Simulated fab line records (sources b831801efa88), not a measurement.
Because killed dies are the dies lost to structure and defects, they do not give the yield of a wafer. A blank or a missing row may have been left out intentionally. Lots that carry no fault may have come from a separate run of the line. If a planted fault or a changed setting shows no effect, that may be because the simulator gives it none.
Matching of chambers ; flow gf180mcu ; GF_CONTACT_CMP_04 on cmp-02: 4 sister chambers
The step polishes SiO2. 8 wafers are shown with their chamber, then 12 later ones without.

EACH WAFER AND ITS CHAMBER
wafer;chamber;motorCurrentA (A);timeToEndpointS (s)
L079.4;0;14.2;114
L079.6;0;13.9;117
L088.2;3;11.7;102
L088.3;1;10.5;113
L088.6;2;11.2;113
L090.1;3;12.4;107
L090.5;1;10.5;122
L090.6;2;12.1;118

WAFERS MISSING THEIR CHAMBER
wafer;motorCurrentA (A);timeToEndpointS (s)
L091.2;11.4;100
L091.3;10.2;114
L091.4;14.7;111
L092.1;10.4;123
L092.2;11.7;115
L092.6;11.6;109
L094.1;12.0;114
L094.3;10.6;120
L094.6;10.4;124
L096.2;12.4;110
L096.3;10.6;115
L096.6;14.6;122

WHICH CHAMBER EACH WENT THROUGH
wafer;from the rows above;in truth
L091.2;can't be placed: 3 or 2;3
L091.3;1;1
L091.4;0;0
L092.1;1;1
L092.2;2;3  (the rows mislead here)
L092.6;can't be placed: 3 or 2 or 1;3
L094.1;can't be placed: 2 or 3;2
L094.3;1;1
L094.6;1;1
L096.2;can't be placed: 3 or 2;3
L096.3;can't be placed: 1 or 2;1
L096.6;0;0
Correct placement for 6 of the 12. Cannot be placed on the basis of these rows: 5; the candidates contain the true chamber in 5. 1 placed wrongly.
How it was worked out, from the rows above alone: a wafer's distance from a chamber is the root of the sum, over the readings, of the square of ((its reading less the chamber's mean) divided by the reading's scatter). If the next closest chamber is less than 2 further off than the closest, the wafer can't be placed; otherwise it belongs to the closest. Each chamber's mean is taken over the wafers shown for it. How the scatter is found: for the shown wafers, subtract from each reading the mean of its chamber, square and add these, divide the total by (wafers less chambers), then take the root.
